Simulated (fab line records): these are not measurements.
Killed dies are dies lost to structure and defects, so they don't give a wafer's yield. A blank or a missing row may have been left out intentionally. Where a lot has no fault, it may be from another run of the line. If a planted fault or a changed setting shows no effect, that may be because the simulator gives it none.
Comparing a struck lot with a sound one ; flow sky130 ; 15 steps out of a route of 708
Sound: wafers L963.1, L963.3, L963.5. Struck: wafers L980.1, L980.2, L980.4. Last of all comes the cause.
Each step with rows lists, per side, the tool, then ch with its chambers, then its first start. Under that, the readings that differ: sound wafers ; struck wafers ; difference of the means ; sigmas: that difference in standard deviations of wafers without a fault.
alike: a reading whose means differ by less than 2 such deviations, as well as words and numbers matching on both sides. not compared: withheld readings; readings where some wafer has no value; bounds like >300 that might hide an equal value; numbers whose values overlap and for which the record gives no deviation.
Wherever a step has rows on one side only, a row that says differs or no value, or a row with sigmas, the two part there. Numbers that don't overlap but have no deviation are shown without sigmas and don't part them. A reading missing from all wafers of one side parts the sides only when that side holds two or more wafers.

first, 9 steps without rows for these wafers: SKY_CAP2M_CLEAN_17 (cleans in O3/DIW); SKY_METAL4_DEHYDRATE_05 (time 60 s); SKY_METAL4_HMDS_06 (prime time 60 s); SKY_METAL4_COAT_07 (resist thk 60 nm); SKY_METAL4_COAT_08 (resist thk 1140 nm); SKY_METAL4_SOFTBAKE_09 (time 90 s); SKY_METAL4_EXPOSE_10 (exposes mask MM4, target cd 300 nm); SKY_METAL4_PEB_11; SKY_METAL4_DEVELOP_12 (develop time 60 s).
SKY_METAL4_CD_MEAS_13: the cd target is 300 nm.
  sound on cd sem-02 at day 41 15:07; struck on cd sem-02 at day 46 05:37
  alike: cd nm
SKY_METAL4_OVL_MEAS_14:
  sound on overlay-02 at day 41 15:14; struck on overlay-02 at day 46 05:44
  alike: METAL4_OVL
SKY_METAL4_DESCUM_15: chemistry O2, time 8 s.
  sound on rie metal-03 ch 0,1, day 41 15:16; struck on rie metal-01 ch 0,1, day 46 05:47
  alike: drypump motor current A, oes product au, rf fwd power W
  not compared: rf hours counter h
SKY_METAL4_ETCH_16: etches BARC in N2/H2, stops on SiO2, time 88.2 s, target depth 60 nm.
  sound on rie metal-03 ch 0,1, day 41 15:18; struck on rie metal-01 ch 0,1, day 46 05:49
reading;sound;struck;difference;sigmas
model.SiO2_of_CAP2M_CVD_00.thk nm (nm);15.48 15.53 15.68;14.79 15.02 15.31;-0.52;
  alike: drypump motor current A, oes product au, rf fwd power W, throttle valve pct
  not compared: rf hours counter h
SKY_METAL4_ETCH_17: etches SiO2 in C4F8/O2/Ar, stops on TiN, time 3.9 s, target depth 15 nm.
  sound on rie diel-03 ch 0,2,3, day 41 15:24; struck on rie diel-01 ch 1,2,3, day 46 05:55
  alike: oes product au, rf fwd power W
  not compared: rf hours counter h
-- the record jumps here: 3 days lie between the struck wafers' starts before and after (it left off in module METAL4 and takes up again in module PAD_OPEN, whose first step shown is number 708 of the route) --
SKY_PAD_OPEN_PROBE_99:
  record: rows for the struck wafers here (prober-02, day 49 13:41), none for the sound ones

== WHERE THEY PART ==
Only at SKY_PAD_OPEN_PROBE_99, as far as this record shows.

WHY: what had been put in by the simulator
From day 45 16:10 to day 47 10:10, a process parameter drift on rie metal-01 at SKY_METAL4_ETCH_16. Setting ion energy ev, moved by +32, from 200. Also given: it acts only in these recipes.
